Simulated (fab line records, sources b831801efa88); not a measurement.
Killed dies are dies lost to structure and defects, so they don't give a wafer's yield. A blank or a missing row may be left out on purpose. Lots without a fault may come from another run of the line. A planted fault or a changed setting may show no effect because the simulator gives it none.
Which tool did it? | flow gf180mcu | 7 lots, 21 wafers sampled, at 2 steps of a route of 602

WHAT THE GAUGES READ, wafer by wafer
GF_VT_IMPLANT_RS_MEAS_48: measures by four-point-probe.
lot  | measured     | on            | LVPWELL_RS (ohm/sq)
L864 | day 8 16:04  | film_metro-01 | 1194 1195 1193
L868 | day 9 18:58  | film_metro-04 | 1125 1125 1128
L870 | day 10 11:08 | film_metro-01 | 1188 1191 1189
L874 | day 11 12:56 | film_metro-04 | 1194 1199 1195
L878 | day 12 16:49 | film_metro-01 | 1193 1191 1192
L881 | day 13 12:58 | film_metro-04 | 1200 1203 1199
L883 | day 13 23:47 | film_metro-04 | 1194 1198 1192

WHICH TOOL RAN EACH LOT (tool, then ch and the chambers of the sampled wafers, then the start)
lot  | GF_LVPWELL_IMPLANT_09
L864 | implanter-01 ch 0, day 4 18:17
L868 | implanter-01 ch 0, day 5 16:32
L870 | implanter-03 ch 0, day 6 06:25
L874 | implanter-04 ch 0, day 7 04:53
L878 | implanter-03 ch 0, day 8 02:38
L881 | implanter-04 ch 0, day 8 20:04
L883 | implanter-04 ch 0, day 9 06:34
- GF_LVPWELL_IMPLANT_09

THE ANSWER, worked out from the rows above alone
Rule: what is usual is taken from the lots themselves. Put in order of their means at a reading, lots are off if they are a third of the lots or fewer, leave a main group of 4 or more, and stand apart from it by a gap of 3 or more times the standard deviation of the main group's means; of several such gaps the widest counts. A main group whose means are all the same, to the digits that the tables above print for the reading, isn't used. A lot without any number at a reading at which 4 lots or more have one is off too. The other lots that the step has rows for count as sound.
Off: L868, at GF_VT_IMPLANT_RS_MEAS_48 (LVPWELL_RS). The main group: mean 1194 ohm/sq, standard deviation 3.5.
A tool fits if, at a process step before that reading, it ran every lot that is off, and no sound lot after the first of them. The gauges at GF_VT_IMPLANT_RS_MEAS_48 are tried like those tools. One fits: implanter-01 at GF_LVPWELL_IMPLANT_09. Its last sound lot is L864 (day 4 18:17), its first lot that is off L868 (day 5 16:32): a fault that began between those two fits.

WHAT THE SIMULATOR HAD PUT IN
Process parameter drift: implanter-01, from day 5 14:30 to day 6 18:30, at GF_LVPWELL_IMPLANT_09. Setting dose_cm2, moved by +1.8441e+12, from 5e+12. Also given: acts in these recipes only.
Lots struck among those shown: L868. The rule above found the same.
